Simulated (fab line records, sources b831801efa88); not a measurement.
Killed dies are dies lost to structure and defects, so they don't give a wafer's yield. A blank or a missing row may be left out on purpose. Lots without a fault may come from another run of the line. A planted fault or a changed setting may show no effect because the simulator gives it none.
fab line records | flow sky130
record lots=7 wafers=18 last_day=50
route steps=708 shown NWELL@77 PWDE@84 VT_ADJUST_HVTP@85 PAD_OPEN@708
lots that met no fault: from a run of the same line without faults
start_h: hours from the record's first day to the start of the lot's first wafer shown | wait_h: hours since the lot's step before | " the same as in the row above | L1.1+2: a row that stands for several wafers | - no value, or no start given | * or withheld: withheld | < > ~ a bound
route shown NAME@n: a module of which the file shows steps, and the number in the route of the first | usual: mean/standard deviation of fault-free wafers | same: alike in all rows | chamber/n: place in a boat | sites: the reading at each site | _std_site: their standard deviation | _edge_site: outer sites' mean less inner sites' | radius_mm: how far each site lies from the wafer's centre | mask NAME#n: copy n | behind: the tool/chamber that last shaped the wafer | hold: why the lot was held/for how many hours/how that ended | device: the transistor (n, p or np) that didn't switch | end of line: the same wafers' tests at the end of the route | a step without rows: its recipe alone | killed: dies lost to structure and defects at the first sort, not the wafer's yield | map: a wafer's dies, x killed, . not, _ none there
set.NAME: the setting as run; set.NAME@STEP: as run at that earlier step | model.NAME: the simulator's own value behind a step, which no gauge read
lots at some steps of the route; a table a step, a row a wafer
services: from which hour (start_h, from the record's first day; less than 0 if before it) a tool's chamber was out of use, for how many hours, and why
## steps
# step SKY_NWELL_IMPLANT_24
# recipe species=B energy_kev=140 dose_cm2=9.2e+12 tilt_deg=withheld
# step SKY_NWELL_STRIP_25
# recipe chemistry=O2/N2 power_w=1400 pressure_mtorr=1500 platen_temp_c=withheld o2_flow_sccm=3000 n2_flow_sccm=300 overash_fraction=0.5
# usual drypump_motor_current_A=5.5/0.32 oes_product_au=0.722/0.0043 strip_time_to_endpoint_s=36.89/0.087
# columns lot.wafer tool chamber start_h wait_h drypump_motor_current_A oes_product_au rf_hours_counter_h strip_time_to_endpoint_s
L457.1 plasma_asher-04 0 118.45 0.1 5.6 0.724 0 36.75
L457.2 " 1 " " 5.8 0.723 0 36.85
L457.3 " 0 " " 5.6 0.716 - 36.74
L462.3 plasma_asher-02 0 158.89 0.1 4.9 0.718 - 36.78
L462.6 " 0 " " 4.9 0.721 - 36.79
L463.2 plasma_asher-02 0 160.51 0.1 4.9 0.728 37 36.94
L463.4 " 0 " " 4.9 0.721 - 36.94
L464.2 plasma_asher-04 1 166.94 0.1 5.8 0.722 5 36.82
L464.4 " 0 " " 5.7 0.731 - 36.83
L474.1 plasma_asher-02 0 225.39 0.1 4.9 0.729 43 36.91
L474.2 " 1 " " 5.6 0.722 43 36.92
L474.4 " 0 " " 4.9 0.719 - 36.88
L475.1 plasma_asher-01 0 227.59 0.1 5.2 0.725 53 36.82
L475.3 " 0 " " 5.2 0.729 - 36.87
L475.5 " 0 " " 5.2 0.726 - 36.92
L476.2 plasma_asher-04 0 235.25 0.1 5.6 0.720 11 36.90
L476.5 " 0 " " 5.6 0.726 - 36.96
L476.6 " 1 " " 5.9 0.719 - 36.87
# step SKY_NWELL_TW_MEAS_26
# usual NWELL_2_TW=500/3.4
# columns lot.wafer tool chamber start_h wait_h NWELL_2_TW
L457.1 film_metro-02 - 118.55 0.1 499
L457.2 " - " " 500
L457.3 " - " " 504
L462.3 film_metro-03 - 158.98 0.1 496
L462.6 " - " " 500
L463.2 film_metro-03 - 160.62 0.1 499
L463.4 " - " " 502
L464.2 film_metro-04 - 167.05 0.1 496
L464.4 " - " " 497
L474.1 film_metro-02 - 225.49 0.1 501
L474.2 " - " " 502
L474.4 " - " " 501
L475.1 film_metro-03 - 227.69 0.1 503
L475.3 " - " " 504
L475.5 " - " " 504
L476.2 film_metro-03 - 235.36 0.1 508
L476.5 " - " " 506
L476.6 " - " " 506
# step SKY_NWELL_CLEAN_27
# recipe chemistry=SC1/SC2 mix=1:4:20 temp_c=70 time_s=150 dry=n2_spin
# step SKY_NWELL_RTA_28
# recipe temp_c=1050 time_s=30 idle_temp_c=650 ramp_up_c_per_s=150 ramp_down_c_per_s=90 ambient=N2
# usual chamber_o2_ppm=1.999/0.021 lamp_power_pct=25.30/0.057 wafer_temp_C_max=1054.9/0.98
# columns lot.wafer tool chamber start_h wait_h chamber_o2_ppm lamp_power_pct wafer_temp_C_max
L457.1 rtp_anneal-01 0 118.66 0.0 2.021 25.33 1055.5
L457.2 " 0 " " 1.973 25.37 1055.8
L457.3 " 0 " " 2.067 25.30 1055.8
L462.3 rtp_anneal-02 0 159.10 0.0 1.974 25.29 1056.6
L462.6 " 0 " " 1.961 25.37 1055.3
L463.2 rtp_anneal-01 0 160.74 0.0 1.992 25.26 1054.4
L463.4 " 0 " " 1.993 25.28 1055.8
L464.2 rtp_anneal-01 0 167.17 0.0 2.007 25.22 1056.2
L464.4 " 0 " " 1.963 25.28 1054.8
L474.1 rtp_anneal-02 0 225.60 0.0 2.025 25.17 1055.0
L474.2 " 0 " " 2.025 25.24 1053.6
L474.4 " 0 " " 2.001 25.38 1054.8
L475.1 rtp_anneal-01 0 227.80 0.0 2.001 25.34 1055.7
L475.3 " 0 " " 2.005 25.30 1056.6
L475.5 " 0 " " 1.991 25.32 1054.4
L476.2 rtp_anneal-02 0 235.47 0.0 1.999 25.23 1055.3
L476.5 " 0 " " 1.995 25.25 1056.3
L476.6 " 0 " " 2.031 25.30 1053.7
# step SKY_NWELL_RS_MEAS_29
# recipe thk_meas_gauge=four-point-probe
# usual NWELL_RS=624.8/1.9
# columns lot.wafer tool chamber start_h wait_h NWELL_RS[ohm/sq]
L457.1 film_metro-03 - 118.76 0.1 625.8
L457.2 " - " " 624.8
L457.3 " - " " 625.3
L462.3 film_metro-04 - 159.21 0.1 622.7
L462.6 " - " " 624.2
L463.2 film_metro-04 - 160.84 0.1 624.6
L463.4 " - " " 625.3
L464.2 film_metro-02 - 167.28 0.1 625.4
L464.4 " - " " 623.8
L474.1 film_metro-03 - 225.70 0.1 623.3
L474.2 " - " " 624.1
L474.4 " - " " 621.6
L475.1 film_metro-02 - 227.90 0.1 624.4
L475.3 " - " " 625.8
L475.5 " - " " 626.8
L476.2 film_metro-02 - 235.58 0.1 624.7
L476.5 " - " " 625.4
L476.6 " - " " 625.3
# step SKY_NWELL_RS_MEAS_31
# recipe thk_meas_gauge=four-point-probe
# usual PWDE_RS=5282/23
# columns lot.wafer tool chamber start_h wait_h PWDE_RS[ohm/sq]
L457.1 film_metro-03 - 119.00 0.1 5294
L457.2 " - " " 5293
L457.3 " - " " 5310
L462.3 film_metro-04 - 159.45 0.1 5286
L462.6 " - " " 5297
L463.2 film_metro-04 - 161.08 0.1 5282
L463.4 " - " " 5273
L464.2 film_metro-02 - 167.52 0.1 5319
L464.4 " - " " 5329
L474.1 film_metro-03 - 225.94 0.1 5266
L474.2 " - " " 5269
L474.4 " - " " 5247
L475.1 film_metro-02 - 228.14 0.1 5296
L475.3 " - " " 5287
L475.5 " - " " 5263
L476.2 film_metro-02 - 235.82 0.1 5317
L476.5 " - " " 5302
L476.6 " - " " 5305
# step SKY_VT_ADJUST_HVTP_DEHYDRATE_00
# recipe temp_c=200 time_s=60
# step SKY_VT_ADJUST_HVTP_HMDS_01
# recipe prime_time_s=60 prime_temp_c=120
# step SKY_VT_ADJUST_HVTP_COAT_02
# recipe resist=NOVOLAK spin_rpm=3000 resist_thk_nm=1140
# step SKY_VT_ADJUST_HVTP_SOFTBAKE_03
# recipe temp_c=90 time_s=60 resist=NOVOLAK
# step SKY_VT_ADJUST_HVTP_EXPOSE_04
# recipe mask_id=HVTPM na=0.6 source_shape=conventional sigma_outer=0.6 polarization=unpolarized target_cd_nm=380 dose_mj=140
# columns lot.wafer tool chamber start_h wait_h mask
L457.1+2+3 iline_stepper-02 0 128.45 - HVTPM#0
L462.3+6 iline_stepper-02 0 169.75 - HVTPM#0
L463.2+4 iline_stepper-02 0 171.47 - HVTPM#0
L464.2+4 iline_stepper-02 0 176.67 - HVTPM#0
L474.1+2+4 iline_stepper-01 0 238.25 - HVTPM#0
L475.1+3+5 iline_stepper-01 0 240.27 - HVTPM#0
L476.2+5+6 iline_stepper-01 0 247.09 - HVTPM#0
# step SKY_VT_ADJUST_HVTP_PEB_05
# recipe temp_c=withheld time_s=* resist=NOVOLAK
# step SKY_VT_ADJUST_HVTP_DEVELOP_06
# recipe resist=NOVOLAK developer=TMAH develop_time_s=60 dev_temp_c=23
# step SKY_VT_ADJUST_HVTP_CD_MEAS_07
# recipe target_cd_nm=380
# usual cd_nm=380.4/2.7
# columns lot.wafer tool chamber start_h wait_h cd_nm
L457.1 cd_sem-01 - 136.89 0.2 380.4
L457.2 " - " " 382.2
L457.3 " - " " 381.9
L462.3 cd_sem-01 - 178.49 0.1 357.3
L462.6 " - " " 387.0
L463.2 cd_sem-02 - 181.23 0.1 379.8
L463.4 " - " " 356.7
L464.2 cd_sem-02 - 187.47 0.1 380.8
L464.4 " - " " 351.4
L474.1 cd_sem-01 - 249.67 0.1 379.9
L474.2 " - " " 382.4
L474.4 " - " " 382.3
L475.1 cd_sem-01 - 251.70 0.1 378.4
L475.3 " - " " 380.2
L475.5 " - " " 378.6
L476.2 cd_sem-02 - 259.02 0.1 382.0
L476.5 " - " " 379.2
L476.6 " - " " 379.6
# step SKY_VT_ADJUST_HVTP_OVL_MEAS_08
# usual VT_ADJUST_HVTP_OVL=-0.7/1.4
# columns lot.wafer tool chamber start_h wait_h VT_ADJUST_HVTP_OVL[nm]
L457.1 overlay-01 - 137.01 0.1 -1.8
L457.2 " - " " -1.9
L457.3 " - " " -0.4
L462.3 overlay-01 - 178.58 0.1 0.4
L462.6 " - " " -0.4
L463.2 overlay-01 - 181.33 0.1 2.2
L463.4 " - " " 1.7
L464.2 overlay-02 - 187.58 0.1 -2.9
L464.4 " - " " -3.4
L474.1 overlay-01 - 249.79 0.1 -0.7
L474.2 " - " " -0.9
L474.4 " - " " 0.9
L475.1 overlay-01 - 251.82 0.1 -1.7
L475.3 " - " " -0.4
L475.5 " - " " 0.3
L476.2 overlay-02 - 259.13 0.1 -3.1
L476.5 " - " " -1.1
L476.6 " - " " -3.3
# step SKY_PAD_OPEN_PROBE_99
# usual killed_at_M0_to_M3=42/7.1 killed_at_M4_up=3.3/1.9 killed_at_contacts=24/5 killed_at_front_end=15/4.7 killed_at_other=0.3/0.61 killed_dies=86/9.6 killed_open=47/7.5 killed_short=38/6.6
# same gross_dies=492 killed_at_back_side=0
# columns lot.wafer tool chamber start_h wait_h killed_at_M0_to_M3 killed_at_M4_up killed_at_contacts killed_at_front_end killed_at_other killed_dies killed_open killed_short
L463.2 prober-01 - 1133.17 0.1 39 2 32 32 0 105 51 54
L463.4 prober-01 - 1133.27 0.2 48 3 28 16 0 95 48 47
L475.1 prober-01 - 1187.08 0.1 35 5 22 11 0 73 36 37
L475.3 prober-01 - 1187.18 0.2 45 7 20 12 0 84 44 40
L475.5 prober-01 - 1187.28 0.2 28 3 16 13 0 60 29 31
# killed by level:class
L463.2 FIELD_ISO:geometric_particle:short=10 CONTACT:geometric_particle:open=10 LI_CONTACT:geometric_particle:open=8 CONTACT:geometric_particle:short=8 POLY_GATE:geometric_particle:open=7 VIA1:geometric_particle:open=7 VIA2:geometric_particle:short=6 POLY_GATE:geometric_particle:short=6
L463.4 METAL2:geometric_particle:short=12 CONTACT:geometric_particle:open=9 LI_CONTACT:geometric_particle:open=8 VIA1:geometric_particle:open=7 VIA2:geometric_particle:open=6 VIA3:geometric_particle:open=6 CONTACT:geometric_particle:short=5 VIA2:geometric_particle:short=5
L475.1 CONTACT:geometric_particle:open=11 METAL1:geometric_particle:short=8 LI_CONTACT:geometric_particle:open=6 VIA1:geometric_particle:open=6 VIA1:geometric_particle:short=5 METAL4:geometric_particle:short=5 METAL2:geometric_particle:short=5 VIA2:geometric_particle:open=4
L475.3 VIA1:geometric_particle:open=10 METAL4:geometric_particle:short=6 LI_CONTACT:geometric_particle:open=6 CONTACT:geometric_particle:open=5 VIA1:geometric_particle:short=5 METAL2:geometric_particle:short=5 VIA2:geometric_particle:short=5 VIA2:geometric_particle:open=5
L475.5 LI_CONTACT:geometric_particle:open=7 CONTACT:geometric_particle:open=6 VIA3:geometric_particle:open=5 POLY_GATE:geometric_particle:short=4 VIA1:geometric_particle:open=4 METAL2:geometric_particle:short=4 METAL3:geometric_particle:short=4 POLY_GATE:geometric_particle:open=3
## services
# columns tool chamber start_h hours kind
iline_stepper-01 - 106.98 1.7 pm
plasma_asher-04 - 108.75 9.0 pm
plasma_asher-04 0 108.75 9.0 vent_cycle
plasma_asher-04 1 108.75 9.0 vent_cycle
plasma_asher-04 0 117.75 - clean
plasma_asher-04 1 117.75 - clean
plasma_asher-01 - 135.99 4.5 repair
iline_stepper-01 0 139.57 - calibration
iline_stepper-02 - 139.89 2.1 pm
iline_stepper-02 - 141.97 - consumable_replace:lamp
iline_stepper-02 - 144.69 3.6 repair
iline_stepper-01 - 174.08 9.9 repair
iline_stepper-02 - 239.00 1.7 pm
iline_stepper-01 - 243.43 2.1 pm
iline_stepper-01 - 245.51 - consumable_replace:lamp
## key
first_sign step=SKY_VT_ADJUST_HVTP_CD_MEAS_07 reading=cd_nm direction=down sigmas=9.4 usual=380.4 struck=355.1
effect none on later readings
met_at SKY_VT_ADJUST_HVTP_EXPOSE_04
struck_wafers L462.3,L463.4,L464.4
tester_left_out L462,L463,L464
onset_between 128.45 169.75
fault kind=process_parameter_drift tool=iline_stepper-02 chamber=- onset_h=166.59 steps=SKY_VT_ADJUST_HVTP_EXPOSE_04 channel=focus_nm offset=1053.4 shape=step end_h=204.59 scope=struck_wafers_only
# tester_left_out: of these lots the tester's yield and bins aren't shown, on N5 and GAA mostly nor the transistor test; their killed dies are dies lost to structure and defects alone, not to doping, threshold or leakage, so they don't give the yield
